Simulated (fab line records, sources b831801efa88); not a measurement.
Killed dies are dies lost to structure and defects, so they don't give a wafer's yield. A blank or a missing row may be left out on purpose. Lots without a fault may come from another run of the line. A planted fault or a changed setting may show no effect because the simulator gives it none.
Which tool did it? | flow sky130 | 12 lots, 36 wafers sampled, at 5 steps of a route of 708

WHAT THE GAUGES READ, wafer by wafer
SKY_NWELL_RS_MEAS_29: measures by four-point-probe.
lot  | measured    | on            | NWELL_RS (ohm/sq)
L755 | day 5 08:25 | film_metro-04 | 617.8 617.5 616.8
L756 | day 5 15:37 | film_metro-01 | 618.9 617.6 617.5
L757 | day 5 23:10 | film_metro-01 | 618.4 617.7 618.5
L758 | day 6 03:28 | film_metro-03 | 621.1 618.7 619.7
L759 | day 6 07:45 | film_metro-03 | 619.1 618.6 618.3
L760 | day 6 15:18 | film_metro-01 | 617.8 616.5 617.6
L761 | day 6 17:34 | film_metro-03 | 615.9 615.7 616.0
L762 | day 7 01:43 | film_metro-01 | 617.9 617.2 618.1
L763 | day 7 10:08 | film_metro-03 | 618.7 617.3 617.7
L764 | day 7 12:42 | film_metro-01 | 617.9 617.4 616.7
L765 | day 7 15:14 | film_metro-01 | 614.9 615.4 615.8
L766 | day 8 02:32 | film_metro-03 | 619.5 618.8 618.4

SKY_VT_ADJUST_LVTN_OVL_MEAS_18.
lot  | measured     | on         | VT_ADJUST_LVTN_01_OVL (nm)
L755 | day 7 16:17  | overlay-01 | 1.4 2.3 2.0
L756 | day 8 00:08  | overlay-01 | 1.7 1.5 1.9
L757 | day 8 09:05  | overlay-02 | 0.6 1.5 -1.1
L758 | day 8 13:56  | overlay-02 | 2.5 2.5 1.4
L759 | day 8 17:53  | overlay-02 | 3.5 2.3 2.6
L760 | day 9 04:23  | overlay-01 | -1.2 -0.4 -0.4
L761 | day 9 07:23  | overlay-01 | 0.1 1.4 1.1
L762 | day 9 17:01  | overlay-01 | 0.1 1.0 1.3
L763 | day 10 00:40 | overlay-02 | 0.0 -1.0 -0.2
L764 | day 10 03:20 | overlay-02 | -1.2 -0.2 -0.1
L765 | day 10 06:55 | overlay-02 | -1.5 -1.7 0.9
L766 | day 10 20:04 | overlay-02 | 1.2 0.1 2.7

SKY_VT_ADJUST_NCORE_TW_MEAS_11.
lot  | measured     | on            | VT_ADJUST_NCORE_TW
L755 | day 8 13:13  | film_metro-03 | 221.3 219.7 219.5
L756 | day 8 22:04  | film_metro-01 | 215.5 216.5 217.9
L757 | day 9 07:30  | film_metro-02 | 215.1 213.2 214.2
L758 | day 9 11:59  | film_metro-03 | 220.5 220.1 218.9
L759 | day 9 16:08  | film_metro-02 | 215.2 214.4 214.0
L760 | day 10 01:08 | film_metro-02 | 215.9 215.5 216.8
L761 | day 10 04:21 | film_metro-02 | 216.2 215.6 217.3
L762 | day 10 15:35 | film_metro-01 | 218.5 218.6 219.2
L763 | day 11 00:08 | film_metro-02 | 313.8 313.4 311.5
L764 | day 11 03:04 | film_metro-02 | 314.8 313.7 315.1
L765 | day 11 05:56 | film_metro-03 | 318.2 318.3 318.6
L766 | day 11 19:35 | film_metro-02 | 312.6 311.5 312.7

WHICH TOOL RAN EACH LOT (tool, then ch and the chambers of the sampled wafers, then the start)
lot  | SKY_VT_ADJUST_NCORE_IMPLANT_09  | SKY_VT_ADJUST_NCORE_STRIP_10
L755 | implanter-04 ch 0, day 8 13:01  | plasma_asher-01 ch 0,1, day 8 13:07
L756 | implanter-01 ch 0, day 8 21:52  | plasma_asher-01 ch 0,1, day 8 21:58
L757 | implanter-04 ch 0, day 9 07:17  | plasma_asher-03 ch 0,1, day 9 07:25
L758 | implanter-01 ch 0, day 9 11:44  | plasma_asher-02 ch 0,1, day 9 11:53
L759 | implanter-01 ch 0, day 9 15:53  | plasma_asher-02 ch 0,1, day 9 16:02
L760 | implanter-01 ch 0, day 10 00:55 | plasma_asher-02 ch 0, day 10 01:02
L761 | implanter-02 ch 0, day 10 04:08 | plasma_asher-01 ch 0,1, day 10 04:16
L762 | implanter-02 ch 0, day 10 15:20 | plasma_asher-01 ch 0,1, day 10 15:29
L763 | implanter-01 ch 0, day 10 23:53 | plasma_asher-02 ch 0,1, day 11 00:02
L764 | implanter-02 ch 0, day 11 02:50 | plasma_asher-01 ch 1, day 11 02:58
L765 | implanter-02 ch 0, day 11 05:41 | plasma_asher-02 ch 0,1, day 11 05:50
L766 | implanter-04 ch 0, day 11 19:20 | plasma_asher-03 ch 0,1, day 11 19:29
- SKY_VT_ADJUST_NCORE_IMPLANT_09
- SKY_VT_ADJUST_NCORE_STRIP_10: strips in O2/N2.

WHAT THE TOOLS THEMSELVES READ (means of the sampled wafers that have a number; where no wafer has one, the mark that the record gives instead)
SKY_VT_ADJUST_NCORE_STRIP_10.
lot  | tool            | drypump_motor_current_A (A) | n2_flow_sccm (sccm) | oes_product_au (a.u.) | strip_time_to_endpoint_s (s)
L755 | plasma_asher-01 | 6.1                         | 300.8               | 0.715                 | 14.316
L756 | plasma_asher-01 | 5.8                         | 299.9               | 0.719                 | 14.272
L757 | plasma_asher-03 | 6.2                         | 300.3               | 0.717                 | 14.282
L758 | plasma_asher-02 | 6.1                         | 300.2               | 0.711                 | 14.293
L759 | plasma_asher-02 | 6.1                         | 300.4               | 0.718                 | 14.294
L760 | plasma_asher-02 | 5.4                         | 299.3               | 0.713                 | 14.212
L761 | plasma_asher-01 | 6.1                         | 299.6               | 0.718                 | 14.328
L762 | plasma_asher-01 | 5.8                         | 299.7               | 0.715                 | 14.274
L763 | plasma_asher-02 | 6.1                         | 299.6               | 0.714                 | 14.297
L764 | plasma_asher-01 | 6.4                         | 299.2               | 0.720                 | 14.280
L765 | plasma_asher-02 | 5.8                         | 300.6               | 0.717                 | 14.284
L766 | plasma_asher-03 | 6.2                         | 300.4               | 0.716                 | 14.279

THE ANSWER, worked out from the rows above alone
Rule: what is usual is taken from the lots themselves. Put in order of their means at a reading, lots are off if they are a third of the lots or fewer, leave a main group of 4 or more, and stand apart from it by a gap of 3 or more times the standard deviation of the main group's means; of several such gaps the widest counts. A main group whose means are all the same, to the digits that the tables above print for the reading, isn't used. A lot without any number at a reading at which 4 lots or more have one is off too. The other lots that the step has rows for count as sound. The gauges are gone through in route order, then the tools' own readings, and for those a lot's mean is taken as printed above. The first step at which some lot is off is used, and at that step the reading that is off furthest; a lot without a number counts as furthest.
Off: L763, L764, L765, L766, at SKY_VT_ADJUST_NCORE_TW_MEAS_11 (VT_ADJUST_NCORE_TW). The main group: mean 217.1, standard deviation 2.1.
A tool fits if, at a process step before that reading, it ran every lot that is off, and no sound lot after the first of them. The gauges at SKY_VT_ADJUST_NCORE_TW_MEAS_11 are tried like those tools. None of those tried fits.

WHAT THE SIMULATOR HAD PUT IN
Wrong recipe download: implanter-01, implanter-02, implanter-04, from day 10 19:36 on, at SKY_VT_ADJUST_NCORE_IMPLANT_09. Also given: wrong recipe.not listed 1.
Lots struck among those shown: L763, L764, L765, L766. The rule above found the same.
